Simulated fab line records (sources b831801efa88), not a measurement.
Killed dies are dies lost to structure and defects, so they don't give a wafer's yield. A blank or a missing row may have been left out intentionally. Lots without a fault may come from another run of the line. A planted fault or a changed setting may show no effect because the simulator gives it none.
A struck lot beside a sound one	flow sfq line	20 out of 325 route steps
Sound: the wafers L607.2, L607.3, L607.6. Struck: wafers L621.1, L621.2, L621.5. The cause comes at the end.
Order at every step that has rows: each side's tool, ch and its chambers, its first start. Under that, the readings that differ: sound wafers	struck wafers	difference of the means	sigmas: that difference in standard deviations of wafers without a fault.
alike: same words and numbers on both sides, and readings whose means sit less than 2 such deviations apart. not compared: any withheld reading, any reading some wafer has no value for, any bound like >300 that may hide the same value, and any number with overlapping values for which the record gives no deviation.
The two part at a step that has a row with sigmas, a row that says differs or no value, or rows on one side only. Numbers that have no deviation but don't overlap get no sigmas and don't part them. Lack of a reading on every wafer of one side parts them only where that side has two or more wafers.

first, 3 steps without rows for these wafers: SFQ_TRILAYER_L0_VIA_LITHO_EXPOSE_014 (exposes mask L0V, target cd 700 nm); SFQ_TRILAYER_L0_VIA_LITHO_PEB_016 (peb time 60 s); SFQ_TRILAYER_L0_VIA_LITHO_DEVELOP_015 (time 60 s).
SFQ_L0V_OVL_MEAS_903:
  struck on overlay-02, day 14 15:47; sound on overlay-02, day 10 13:24
  alike: L0V_OVL
SFQ_TRILAYER_L0_VIA_BARC_OPEN_VIA_ETCH_021: etches BARC in O2, target depth 125 nm, time 41.7 s.
  sound on rie diel-03 ch 0,1, day 10 13:26; struck on rie diel-03 ch 2,3, day 14 15:50
  alike: drypump motor current A, oes product au
  not compared: rf hours counter h
SFQ_TRILAYER_L0_VIA_ETCH_VIA_ETCH_016: etches SiO2 in CHF3, stops on MoNx KI, target depth 80 nm.
  sound on rie diel-03 ch 0,1, day 10 13:28; struck on rie diel-03 ch 2,3, day 14 15:52
  alike: drypump motor current A, oes product au
SFQ_TRILAYER_L0_VIA_STRIP_STRIP_017: strips in O2.
  sound on rie metal-01 ch 0,1, day 10 13:31; struck on rie metal-04 ch 0,1, day 14 15:55
  alike: drypump motor current A, oes product au
  not compared: rf hours counter h
then, 2 steps without rows for these wafers: SFQ_TRILAYER_L0_VIA_STRIP_SOLV_CLEAN_018 (cleans in NMP, time 600 s); SFQ_TRILAYER_M0_DEP_PRE_CLEAN_020 (time 15 s).
SFQ_TRILAYER_M0_DEP_SPUTTER_019: material Nb, target thk 200 nm, time 133.3 s.
  struck on pvd sputter-04, day 14 16:53; sound on pvd sputter-04, day 10 14:29
  alike: throttle valve pct
SFQ_M0_RS_MEAS_904: the measuring method here is four-point-probe.
  struck on film metro-01, day 14 16:59; sound on film metro-02, day 10 14:36
  alike: M0_NB_RS
SFQ_TRILAYER_M0_LITHO_COAT_026: resist thk 62 nm.
  sound on litho track-03 ch 0, day 10 14:49; struck on litho track-02 ch 0, day 14 17:10
reading	sound	struck	difference	sigmas
model.BARC_of_TRILAYER_M0_LITHO_COAT_026.thk nm (nm)	61.93 62.04 61.76	60.92 61.09 61.23	-0.83	
then, 5 steps without rows for these wafers: SFQ_TRILAYER_M0_LITHO_COAT_021 (resist thk 600 nm); SFQ_TRILAYER_M0_LITHO_SOFTBAKE_025; SFQ_TRILAYER_M0_LITHO_EXPOSE_022 (exposes mask M0, target cd 500 nm); SFQ_TRILAYER_M0_LITHO_PEB_024 (peb time 60 s); SFQ_TRILAYER_M0_LITHO_DEVELOP_023 (time 60 s).
-- the record jumps here: 5 days lie between the struck wafers' starts before and after --
SFQ_M0_OVL_MEAS_906:
  struck on overlay-02, day 19 09:18; sound on overlay-01, day 15 18:33
  alike: M0_OVL
SFQ_TRILAYER_M0_BARC_OPEN_METAL_ETCH_031: etches BARC in O2, target depth 125 nm, time 41.7 s.
  sound on rie metal-03 ch 0,1, day 15 18:35; struck on rie metal-03 ch 0, day 19 09:20
reading	sound	struck	difference	sigmas
model.etch.depth nm (nm)	61.93 62.04 61.76	60.92 61.09 61.23	-0.83	
  alike: drypump motor current A, oes product au
  not compared: rf hours counter h
SFQ_TRILAYER_M0_ETCH_METAL_ETCH_024: etches Nb in Cl2/Ar, stops on SiO2, target depth 240 nm, time 120 s.
  sound on rie metal-03 ch 0,1, day 15 18:40; struck on rie metal-03 ch 0, day 19 09:27
  alike: drypump motor current A, oes product au
  not compared: rf hours counter h

## WHERE THEY PART
Nowhere in this record.

WHY: the cause the simulator had injected
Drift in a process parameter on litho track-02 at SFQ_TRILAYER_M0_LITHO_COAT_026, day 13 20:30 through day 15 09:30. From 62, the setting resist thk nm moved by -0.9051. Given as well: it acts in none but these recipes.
